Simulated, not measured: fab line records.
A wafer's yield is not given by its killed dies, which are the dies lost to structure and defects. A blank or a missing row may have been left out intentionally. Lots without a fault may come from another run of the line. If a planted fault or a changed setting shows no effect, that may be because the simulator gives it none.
fab line records    flow sky130
record lots=12  wafers=36  last-day=50
route steps=708 shown METAL3@566 VIA3@586 METAL4@629 VIA4@651 PAD_OPEN@708
lots that met no fault: taken from a fault-free run of the same line
start-h: hours from the record's first day to the start of the lot's first wafer shown    wait-h: hours from the lot's prior step to this one    " unchanged from the row above    L1.1+2: several wafers, shown together as one row    - no value, or no start was given    * or withheld: withheld    < > ~ a bound
route shown NAME@n: NAME is a module with steps in the file, n the number in the route of the first one    usual: the fault-free wafers' mean and standard deviation    same: alike in all rows    chamber/n: place in a boat    sites: per-site readings    _std_site: how widely they spread, as a standard deviation    _edge_site: inner sites' mean taken away from outer sites' mean    radius-mm: how far each site lies from the wafer's centre    mask NAME#n: copy n    behind: tool/chamber where the wafer was last shaped    hold: reason for holding the lot/hours on hold/outcome of the hold    device: transistor that didn't switch, given as n, p or np    end of line: at the end of the route, the tests of the same wafers    for a step that has no rows: nothing shown but its recipe    killed: at the first sort, the dies lost to defects and structure; wafer yield is something else    map: the dies of a wafer, with x for killed, . for not killed, _ for no die there
set.NAME: the setting the step ran with; set.NAME@STEP: the setting that earlier step ran with    model.NAME: the simulator's own value behind a step, which no gauge read
route steps across a sampled set of lots; one table per step, one row per wafer
services: the hour from which a tool's chamber was out of use, counted from the record's first day as start-h (under 0 if before that day), plus the number of hours and why
## steps
# step SKY_METAL3_ETCH_16
# recipe chemistry=N2/H2  target=BARC  ion-energy-ev=200  bias-w=100  pressure-mtorr=30  n2-flow-sccm=100  h2-flow-sccm=200  icp-w=500  stop-on=SiO2  time-s=88.2  target-depth-a=600
# usual chamber-pressure-mTorr=29.995/0.026  drypump-motor-current-A=6.1/0.41  oes-product-au=0.626/0.0045  throttle-valve-pct=13.203/0.0098
lot.wafer  tool          chamber  start-h  wait-h  chamber-pressure-mTorr  drypump-motor-current-A  oes-product-au  rf-hours-counter-h  throttle-valve-pct
L545.2     rie-metal-02  0        908.13   0.0     29.997                  6.1                      0.629           4                   13.201
L545.5     "             0        "        "       29.963                  6.1                      0.624           -                   13.220
L545.6     "             1        "        "       30.007                  5.9                      0.626           -                   13.193
L546.2     rie-metal-02  1        913.19   0.0     30.010                  5.9                      0.625           13                  13.192
L546.3     "             0        "        "       29.956                  6.0                      0.623           -                   13.176
L546.4     "             1        "        "       29.981                  5.9                      0.628           -                   13.205
L547.3     rie-metal-02  0        924.63   0.0     29.976                  6.0                      0.634           -                   13.205
L547.4     "             1        "        "       29.994                  5.9                      0.622           -                   13.204
L547.6     "             1        "        "       30.047                  5.9                      0.626           -                   13.213
L549.2     rie-metal-04  0        932.65   0.1     30.000                  5.9                      0.633           -                   13.212
L549.3     "             0        "        "       30.014                  5.8                      0.628           -                   13.195
L549.5     "             0        "        "       29.993                  5.8                      0.627           -                   13.190
L550.2     rie-metal-01  0        935.55   0.0     29.967                  6.6                      0.633           15                  13.181
L550.5     "             1        "        "       29.996                  6.6                      0.630           -                   13.209
L550.6     "             0        "        "       30.006                  6.6                      0.627           -                   13.206
L551.2     rie-metal-01  1        949.70   0.0     29.984                  6.6                      0.625           9                   13.195
L551.4     "             0        "        "       29.998                  6.6                      0.624           -                   13.195
L551.6     "             0        "        "       30.014                  6.6                      0.626           -                   13.197
L552.3     rie-metal-01  0        955.72   0.0     29.988                  6.7                      0.629           -                   13.201
L552.4     "             1        "        "       30.009                  6.6                      0.634           -                   13.190
L552.6     "             1        "        "       30.019                  6.6                      0.626           -                   13.197
L553.1     rie-metal-04  0        956.04   0.0     29.970                  5.9                      0.631           16                  13.203
L553.3     "             0        "        "       29.996                  5.9                      0.618           -                   13.196
L553.4     "             1        "        "       29.994                  5.4                      0.621           -                   13.198
L554.1     rie-metal-02  0        963.00   0.0     30.043                  6.1                      0.628           7                   13.201
L554.3     "             0        "        "       29.956                  6.0                      0.617           -                   13.196
L554.5     "             0        "        "       29.999                  6.0                      0.629           -                   13.188
L562.1     rie-metal-04  1        1017.25  0.0     29.993                  5.5                      0.623           15                  13.204
L562.3     "             1        "        "       30.021                  5.5                      0.620           -                   13.200
L562.6     "             1        "        "       29.996                  5.5                      0.622           -                   13.202
L565.1     rie-metal-04  1        1040.15  0.0     30.002                  5.5                      0.630           16                  13.196
L565.5     "             0        "        "       29.979                  5.9                      0.626           -                   13.210
L565.6     "             1        "        "       29.984                  5.4                      0.617           -                   13.227
L566.3     rie-metal-01  1        1045.68  0.0     29.998                  6.6                      0.624           -                   13.210
L566.4     "             0        "        "       29.980                  6.6                      0.627           -                   13.213
L566.6     "             0        "        "       30.027                  6.6                      0.625           -                   13.188
# step SKY_VIA3_OVL_MEAS_13
# usual VIA3_OVL=4/5.9
lot.wafer  tool        chamber  start-h  wait-h  VIA3_OVL[nm]
L545.2     overlay-02  -        935.09   0.1     6
L545.5     "           -        "        "       6
L545.6     "           -        "        "       1
L546.2     overlay-01  -        938.80   0.1     5
L546.3     "           -        "        "       6
L546.4     "           -        "        "       5
L547.3     overlay-01  -        950.79   0.1     0
L547.4     "           -        "        "       3
L547.6     "           -        "        "       -1
L549.2     overlay-02  -        958.59   0.1     7
L549.3     "           -        "        "       8
L549.5     "           -        "        "       8
L550.2     overlay-02  -        962.24   0.1     7
L550.5     "           -        "        "       1
L550.6     "           -        "        "       7
L551.2     overlay-02  -        974.65   0.1     -5
L551.4     "           -        "        "       0
L551.6     "           -        "        "       -3
L552.3     overlay-01  -        981.10   0.1     5
L552.4     "           -        "        "       0
L552.6     "           -        "        "       2
L553.1     overlay-02  -        981.33   0.1     1
L553.3     "           -        "        "       5
L553.4     "           -        "        "       5
L554.1     overlay-01  -        988.77   0.1     6
L554.3     "           -        "        "       5
L554.5     "           -        "        "       7
L562.1     overlay-01  -        1041.15  0.1     7
L562.3     "           -        "        "       11
L562.6     "           -        "        "       7
L565.1     overlay-01  -        1064.05  0.1     5
L565.5     "           -        "        "       0
L565.6     "           -        "        "       0
L566.3     overlay-02  -        1069.43  0.1     -7
L566.4     "           -        "        "       1
L566.6     "           -        "        "       -1
# step SKY_METAL4_CD_MEAS_13
# recipe target-cd-nm=300
# usual cd-nm=299.7/1.4
lot.wafer  tool       chamber  start-h  wait-h  cd-nm
L545.2     cd-sem-02  -        986.57   -       301.7
L545.5     "          -        "        "       301.5
L545.6     "          -        "        "       301.7
L546.2     cd-sem-02  -        989.02   -       298.3
L546.3     "          -        "        "       299.5
L546.4     "          -        "        "       298.7
L547.3     cd-sem-02  -        1000.25  -       298.4
L547.4     "          -        "        "       299.3
L547.6     "          -        "        "       298.0
L549.2     cd-sem-02  -        1007.70  -       297.6
L549.3     "          -        "        "       296.9
L549.5     "          -        "        "       297.4
L550.2     cd-sem-02  -        1010.43  -       299.8
L550.5     "          -        "        "       300.5
L550.6     "          -        "        "       301.7
L551.2     cd-sem-02  -        1023.52  -       299.8
L551.4     "          -        "        "       298.9
L551.6     "          -        "        "       300.3
L552.3     cd-sem-02  -        1030.19  -       298.5
L552.4     "          -        "        "       298.4
L552.6     "          -        "        "       299.3
L553.1     cd-sem-02  -        1030.50  -       298.3
L553.3     "          -        "        "       300.4
L553.4     "          -        "        "       299.5
L554.1     cd-sem-01  -        1036.46  -       299.0
L554.3     "          -        "        "       298.2
L554.5     "          -        "        "       298.3
L562.1     cd-sem-02  -        1085.81  -       298.1
L562.3     "          -        "        "       299.2
L562.6     "          -        "        "       300.7
L565.1     cd-sem-01  -        1109.18  -       299.3
L565.5     "          -        "        "       300.1
L565.6     "          -        "        "       301.3
L566.3     cd-sem-02  -        1113.29  -       302.1
L566.4     "          -        "        "       301.7
L566.6     "          -        "        "       302.7
# step SKY_VIA4_ETCH_12
# recipe target=SiO2  chemistry=C4F8/O2/Ar  stop-on=TiN  mask-material=NOVOLAK  source-w=1500  bias-w=1200  pressure-mtorr=40  c4f8-flow-sccm=withheld  O2_flow_sccm=6  Ar_flow_sccm=300  time-s=withheld  target-depth-a=5800
# usual chamber-pressure-mTorr=40.00/0.036  oes-product-au=0.925/0.0043
lot.wafer  tool         chamber  start-h  wait-h  chamber-pressure-mTorr  oes-product-au
L545.2     rie-diel-03  3        1011.31  0.0     39.97                   0.915
L545.5     "            0        "        "       40.02                   0.930
L545.6     "            1        "        "       40.01                   0.927
L546.2     rie-diel-02  2        1013.95  0.0     39.95                   0.933
L546.3     "            1        "        "       39.98                   0.924
L546.4     "            2        "        "       40.02                   0.931
L547.3     rie-diel-04  0        1024.90  0.0     40.00                   0.925
L547.4     "            1        "        "       39.98                   0.925
L547.6     "            2        "        "       39.98                   0.929
L549.2     rie-diel-02  1        1031.95  0.0     39.98                   0.927
L549.3     "            2        "        "       40.04                   0.929
L549.5     "            1        "        "       40.01                   0.923
L550.2     rie-diel-03  3        1034.95  0.0     39.98                   0.923
L550.5     "            0        "        "       39.94                   0.929
L550.6     "            1        "        "       39.96                   0.929
L551.2     rie-diel-02  1        1047.62  0.0     40.02                   0.924
L551.4     "            0        "        "       40.04                   0.924
L551.6     "            1        "        "       40.08                   0.930
L552.3     rie-diel-02  1        1053.30  0.0     40.04                   0.928
L552.4     "            3        "        "       39.98                   0.927
L552.6     "            3        "        "       40.08                   0.918
L553.1     rie-diel-04  1        1054.08  0.0     40.03                   0.921
L553.3     "            3        "        "       40.02                   0.925
L553.4     "            0        "        "       39.91                   0.921
L554.1     rie-diel-04  0        1059.90  0.0     40.03                   0.923
L554.3     "            3        "        "       40.02                   0.925
L554.5     "            3        "        "       39.98                   0.929
L562.1     rie-diel-03  0        1108.29  0.0     40.00                   0.920
L562.3     "            1        "        "       40.02                   0.934
L562.6     "            2        "        "       39.99                   0.923
L565.1     rie-diel-03  3        1129.90  0.0     39.97                   0.923
L565.5     "            3        "        "       40.08                   0.923
L565.6     "            2        "        "       40.04                   0.929
L566.3     rie-diel-04  1        1133.65  0.0     40.06                   0.930
L566.4     "            0        "        "       39.99                   0.918
L566.6     "            3        "        "       39.99                   0.926
# step SKY_PAD_OPEN_PROBE_99
# usual defect-limited-yield=82.4/1.8  killed_at_M0_to_M3=44/6  killed_at_M4_up=2.9/1.5  killed-at-contacts=24/4.9  killed-at-front-end=16/4.3  killed-at-other=0.3/0.54  killed-dies=87/8.7  killed-open=48/6.7  killed-short=39/5.9  sort_bin_3_pad_short=0.9/0.4  sort_bin_5_function=10.5/1.5  sort_bin_6_memory=6.2/1.1  sort-n-pass=405/8.7  sort-yield-pct=82.4/1.8
# same gross-dies=492  killed-at-back-side=0  sort_bin_4_leakage[%]=0  sort_bin_8_speed[%]=0
lot.wafer  tool       chamber  start-h  wait-h  defect-limited-yield[%]  killed_at_M0_to_M3  killed_at_M4_up  killed-at-contacts  killed-at-front-end  killed-at-other  killed-dies  killed-open  killed-short  sort_bin_3_pad_short[%]  sort_bin_5_function[%]  sort_bin_6_memory[%]  sort-n-pass  sort-yield-pct[%]
L562.1     prober-01  -        1169.02  0.1     75.6                     90                  3                16                  11                   0                120          47           33            1.4                      15.2                    7.7                   372          75.6
L562.3     prober-01  -        1169.12  0.2     74.8                     84                  5                22                  13                   0                124          45           38            2.2                      17.7                    5.3                   368          74.8
L562.6     prober-01  -        1169.27  0.2     73.6                     96                  2                21                  11                   0                130          45           38            1.6                      16.3                    8.5                   362          73.6
L565.1     prober-02  -        1187.38  0.1     75.2                     84                  0                23                  15                   0                122          49           32            2.6                      16.7                    5.5                   370          75.2
L565.5     prober-02  -        1187.58  0.2     77.4                     48                  2                35                  26                   0                111          55           54            0.8                      12.4                    9.3                   381          77.4
L565.6     prober-02  -        1187.63  0.2     73.0                     88                  2                27                  16                   0                133          44           40            1.8                      18.1                    7.1                   359          73.0
# killed by level:class
L562.1 METAL3:unspecified=40 CONTACT:geometric-particle:open=10 VIA1:geometric-particle:open=10 VIA2:geometric-particle:open=8 VIA3:geometric-particle:open=7 VIA2:geometric-particle:short=6 METAL2:geometric-particle:short=5 VIA1:geometric-particle:short=4
L562.3 METAL3:unspecified=40 VIA1:geometric-particle:open=10 VIA2:geometric-particle:open=10 CONTACT:geometric-particle:open=7 VIA3:geometric-particle:open=6 METAL2:geometric-particle:short=5 METAL4:geometric-particle:short=5 LI_CONTACT:geometric-particle:open=4
L562.6 METAL3:unspecified=47 VIA2:geometric-particle:open=11 VIA1:geometric-particle:open=10 METAL1:geometric-particle:short=8 LI_CONTACT:geometric-particle:open=7 METAL2:geometric-particle:short=5 LOCAL_INTERCONNECT:geometric-particle:short=4 CONTACT:geometric-particle:open=4
L565.1 METAL3:unspecified=41 LI_CONTACT:geometric-particle:open=10 VIA1:geometric-particle:open=10 FIELD_ISO:geometric-particle:open=8 METAL2:geometric-particle:short=6 VIA3:geometric-particle:open=5 CONTACT:geometric-particle:open=5 METAL1:geometric-particle:short=5
L565.5 LI_CONTACT:geometric-particle:open=9 METAL1:geometric-particle:short=9 VIA1:geometric-particle:open=9 CONTACT:geometric-particle:short=8 FIELD_ISO:geometric-particle:open=7 POLY_GATE:geometric-particle:open=7 POLY_GATE:geometric-particle:short=7 CONTACT:geometric-particle:open=7
L565.6 METAL3:unspecified=49 CONTACT:geometric-particle:open=17 VIA2:geometric-particle:open=8 VIA1:geometric-particle:open=6 METAL1:geometric-particle:short=6 POLY_GATE:geometric-particle:short=5 CONTACT:geometric-particle:short=5 FIELD_ISO:geometric-particle:short=4
## services
tool          chamber  start-h  hours  kind
rie-diel-03   -        897.59   14.6   pm
rie-diel-04   1        898.08   1.4    repair
rie-diel-02   0        913.75   4.2    repair
rie-diel-04   1        915.12   7.9    repair
rie-metal-04  1        918.84   24.1   repair
rie-metal-02  -        919.17   2.8    pm
rie-diel-03   0        924.74   5.8    repair
rie-diel-04   3        925.16   3.4    repair
rie-diel-02   2        930.15   5.0    repair
rie-diel-02   3        949.35   1.3    repair
rie-diel-04   2        991.01   8.9    repair
rie-diel-02   -        1010.87  2.8    pm
rie-diel-02   -        1016.30  15.6   pm
rie-diel-04   -        1017.37  0.2    repair
rie-metal-02  1        1044.91  40.5   repair
rie-metal-01  -        1047.69  2.8    pm
rie-diel-02   -        1056.97  0.3    repair
rie-metal-01  -        1068.35  0.7    repair
rie-diel-03   2        1075.81  5.5    repair
rie-diel-02   -        1091.73  0.8    repair
rie-metal-02  1        1092.16  3.1    repair
rie-diel-02   2        1095.79  2.7    repair
rie-metal-04  -        1117.75  1.0    repair
rie-diel-02   -        1121.34  0.5    repair
## key
first-sign step=SKY_PAD_OPEN_PROBE_99  reading=killed_at_M0_to_M3  direction=up  sigmas=7.4  usual=44  struck=88
effect step=SKY_PAD_OPEN_PROBE_99  reading=sort-yield-pct  direction=down  sigmas=4.5  usual=82.4  struck=74.4
met-at SKY_METAL3_ETCH_16
struck-lots L562,L565
struck-wafers L562.1,L562.3,L562.6,L565.1,L565.6
not-acting-at SKY_VIA3_OVL_MEAS_13,SKY_METAL4_CD_MEAS_13,SKY_VIA4_ETCH_12
onset-between 956.04 1017.25
fault kind=chamber-particle-source  tool=rie-metal-04  chamber=1  onset-h=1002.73  steps=SKY_METAL3_ETCH_16  rate-per-visit-cm2=0.51825  end-h=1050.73
